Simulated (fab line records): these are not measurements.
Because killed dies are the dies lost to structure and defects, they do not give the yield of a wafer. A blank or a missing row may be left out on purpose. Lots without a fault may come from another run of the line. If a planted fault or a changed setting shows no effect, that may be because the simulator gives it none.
A lot that was struck, set against a sound lot ; flow sky130 ; 15 out of 708 route steps
Sound: the wafers L581.1, L581.4, L581.5. Struck: wafers L586.1, L586.4. (L586.3 of the same lot was not struck and is left out.) The cause comes at the end.
Per side, at each step with rows, come the tool, then ch with its chambers, and then its first start. Under that, the readings that differ: sound wafers ; struck wafers ; difference of the means ; sigmas: that difference in standard deviations of wafers without a fault.
alike: readings with means less than 2 such deviations apart, plus words and numbers identical on both sides. not compared: withheld readings, readings lacking a value on some wafer, bounds such as >300 that could conceal the same value, and numbers that have no deviation in the record and whose values overlap.
Wherever a step has rows on one side only, a row that says differs or no value, or a row with sigmas, the two part there. Numbers that have no deviation but don't overlap get no sigmas and don't part them. A reading that every wafer of one side lacks parts them only if that side has two wafers or more.

first, 1 step without rows for these wafers: SKY_POLY_GATE_CVD_03 (deposits Si3N4 from DCS/NH3, target thk 75 nm, time 1290 s).
SKY_POLY_GATE_THK_MEAS_04:
  struck on film_metro-04, day 17 15:50; sound on film_metro-03, day 16 01:56
  alike: POLY_GATE_CVD_03_THK
then, 8 steps without rows for these wafers: SKY_POLY_GATE_DEHYDRATE_05 (time 60 s); SKY_POLY_GATE_HMDS_06 (prime time 60 s); SKY_POLY_GATE_COAT_07 (resist thk 110 nm); SKY_POLY_GATE_COAT_08 (resist thk 450 nm); SKY_POLY_GATE_SOFTBAKE_09 (time 90 s); SKY_POLY_GATE_EXPOSE_10 (exposes mask P1M, target cd 150 nm); SKY_POLY_GATE_PEB_11; SKY_POLY_GATE_DEVELOP_12 (develop time 60 s).
SKY_POLY_GATE_CD_MEAS_13 targets a cd of 150 nm.
  struck on cd_sem-02, day 18 21:53; sound on cd_sem-02, day 17 05:38
  alike: cd_nm
SKY_POLY_GATE_OVL_MEAS_14:
  struck on overlay-01, day 18 22:00; sound on overlay-02, day 17 05:45
reading;sound;struck;difference;sigmas
POLY_GATE_OVL (nm);-11 -7 -15;1 -1;+11;+2
SKY_POLY_GATE_ETCH_15: etches BARC in N2/H2, stops on SiO2, time 118.5 s, target depth 110 nm.
  sound on rie_diel-01 ch 1,2,3, day 17 05:47; struck on rie_diel-03 ch 3, day 18 22:02
reading;sound;struck;difference;sigmas
chamber_pressure_mTorr (mTorr);29.980 30.032 29.973;36.023 35.997;+6.015;+99 or more
  alike: drypump_motor_current_A, oes_product_au, throttle_valve_pct
  not compared: rf_hours_counter_h
SKY_POLY_GATE_ETCH_16: etches Si3N4 in CH3F/O2, stops on poly-Si, time 147.5 s, target depth 75 nm.
  sound on rie_diel-01 ch 1,2,3, day 17 05:52; struck on rie_diel-03 ch 3, day 18 22:07
  alike: chamber_pressure_mTorr, drypump_motor_current_A, oes_product_au, throttle_valve_pct
  not compared: rf_hours_counter_h
-- the record jumps here: 29 days lie between the struck wafers' starts before and after (it left off in module POLY_GATE and takes up again in module PAD_OPEN, whose first step shown is number 708 of the route) --
SKY_PAD_OPEN_PROBE_99:
  struck on prober-01, day 47 10:46; sound on prober-01, day 46 06:13
  alike: killed_at_M0_to_M3, killed_at_M4_up, killed_at_contacts, killed_at_front_end, killed_at_other, killed_dies, killed_on_rim, killed_open, killed_short

== WHERE THEY PART ==
At SKY_POLY_GATE_OVL_MEAS_14 first; at SKY_POLY_GATE_ETCH_15 last (within this record only). Later steps at which nothing parts them and some readings are alike: SKY_POLY_GATE_ETCH_16, SKY_PAD_OPEN_PROBE_99.

WHY: the cause the simulator had injected
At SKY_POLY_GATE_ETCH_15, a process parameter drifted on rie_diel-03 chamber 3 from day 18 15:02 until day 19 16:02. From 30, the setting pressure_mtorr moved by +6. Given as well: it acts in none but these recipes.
